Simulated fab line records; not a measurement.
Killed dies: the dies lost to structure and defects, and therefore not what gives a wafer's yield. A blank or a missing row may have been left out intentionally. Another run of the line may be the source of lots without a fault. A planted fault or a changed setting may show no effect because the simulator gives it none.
Matching of chambers | flow gf180mcu | GF_V3_CMP_04 on cmp-01 has 4 sister chambers
The step polishes SiO2. 8 wafers are shown with their chamber, then 8 later ones without.

## WAFERS WITH THEIR CHAMBER
wafer  | chamber | motor current A (A) | time to endpoint s (s)
L347.4 | 0       | 11.9                | 82
L349.6 | 3       | 13.9                | 82
L354.5 | 1       | 12.3                | 84
L354.6 | 0       | 11.0                | 85
L363.1 | 2       | 10.4                | 84
L363.2 | 3       | 12.9                | 81
L363.6 | 1       | 12.7                | 80
L364.2 | 2       | 11.0                | 78

## WAFERS WITH NO CHAMBER GIVEN
wafer  | motor current A (A) | time to endpoint s (s)
L364.3 | 11.3                | 82
L364.4 | 12.1                | 86
L368.3 | 10.8                | 84
L368.4 | 10.9                | 85
L368.6 | 11.7                | 84
L369.2 | 10.3                | 74
L369.3 | 12.9                | 72
L369.6 | 12.5                | 80

## WHICH CHAMBER EACH WENT THROUGH
wafer  | from the rows above               | in truth
L364.3 | can't be placed: 0 or 2 or 1      | 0
L364.4 | can't be placed: 0 or 1 or 3 or 2 | 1
L368.3 | can't be placed: 2 or 0           | 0
L368.4 | can't be placed: 0 or 2           | 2
L368.6 | can't be placed: 0 or 1 or 2      | 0
L369.2 | can't be placed: 2 or 0           | 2
L369.3 | can't be placed: 3 or 1 or 0 or 2 | 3
L369.6 | can't be placed: 1 or 3 or 0      | 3
0 of 8 placed correctly. Not placeable from these rows: 8 (in 8, the candidates include the true chamber). Wrongly placed: 0.
How it was worked out, from the rows above alone: a wafer's distance from a chamber is the root of the sum, over the readings, of the square of ((its reading less the chamber's mean) divided by the reading's scatter). If the next closest chamber is less than 2 further off than the closest, the wafer can't be placed; otherwise it belongs to the closest. For every chamber, the mean is computed from those of its wafers that are shown. The scatter is the square root of a quotient: the sum, over the shown wafers, of each reading's squared deviation from its chamber's mean, divided by wafers minus chambers.
